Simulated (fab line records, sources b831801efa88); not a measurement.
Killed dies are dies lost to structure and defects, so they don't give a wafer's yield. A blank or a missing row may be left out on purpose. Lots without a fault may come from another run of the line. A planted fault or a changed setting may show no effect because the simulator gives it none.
Chamber matching | flow sky130 | SKY_PASSIVATION_CVD_00 on pecvd-03: 3 sister chambers
The step deposits SiO2, target thk 90 nm. 14 wafers are shown with their chamber, then 7 later ones without.

WAFERS WITH THEIR CHAMBER
wafer  | chamber | heater_power_outer_w (W) | heater_power_w (W)
L148.3 | 0       | 309                      | 553
L148.4 | 2       | 405                      | 675
L148.6 | 0       | 304                      | 555
L149.2 | 1       | 454                      | 702
L149.5 | 1       | 459                      | 702
L149.6 | 0       | 272                      | 510
L153.3 | 2       | 421                      | 706
L153.4 | 2       | 418                      | 729
L153.6 | 0       | 330                      | 584
L155.1 | 0       | 282                      | 515
L155.2 | 1       | 485                      | 729
L155.6 | 0       | 285                      | 529
L158.2 | 1       | 466                      | 730
L158.3 | 2       | 318                      | 560

SIGNATURES (means of the wafers above)
reading              | chamber 0 | chamber 1 | chamber 2 | scatter within a chamber
heater_power_outer_w | 297.00    | 466.00    | 390.50    | 30.1
heater_power_w       | 541.00    | 715.75    | 667.50    | 44.3
Rule: a wafer's distance from a chamber is the root of the sum, over the readings, of the square of ((its reading less the chamber's mean) divided by the reading's scatter). The wafer belongs to the nearest chamber; if the next one is less than 2 further off, it can't be placed. The scatter: the root of (the sum of the squares of (reading less its chamber's mean) over the shown wafers, divided by (wafers less chambers)).

WAFERS WITHOUT THEIR CHAMBER
wafer  | heater_power_outer_w (W) | heater_power_w (W)
L158.5 | 472                      | 709
L160.1 | 388                      | 657
L160.4 | 381                      | 659
L160.5 | 455                      | 699
L166.1 | 352                      | 593
L166.5 | 458                      | 710
L166.6 | 347                      | 603

WHICH CHAMBER EACH WENT THROUGH
wafer  | from the rows above     | in truth
L158.5 | 1                       | 1
L160.1 | 2                       | 2
L160.4 | 2                       | 2
L160.5 | can't be placed: 1 or 2 | 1
L166.1 | can't be placed: 2 or 0 | 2
L166.5 | 1                       | 1
L166.6 | can't be placed: 2 or 0 | 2
Placed correctly: 4 of 7. Can't be placed from these rows: 3 (the true chamber is among the candidates in 3). Placed wrongly: 0.
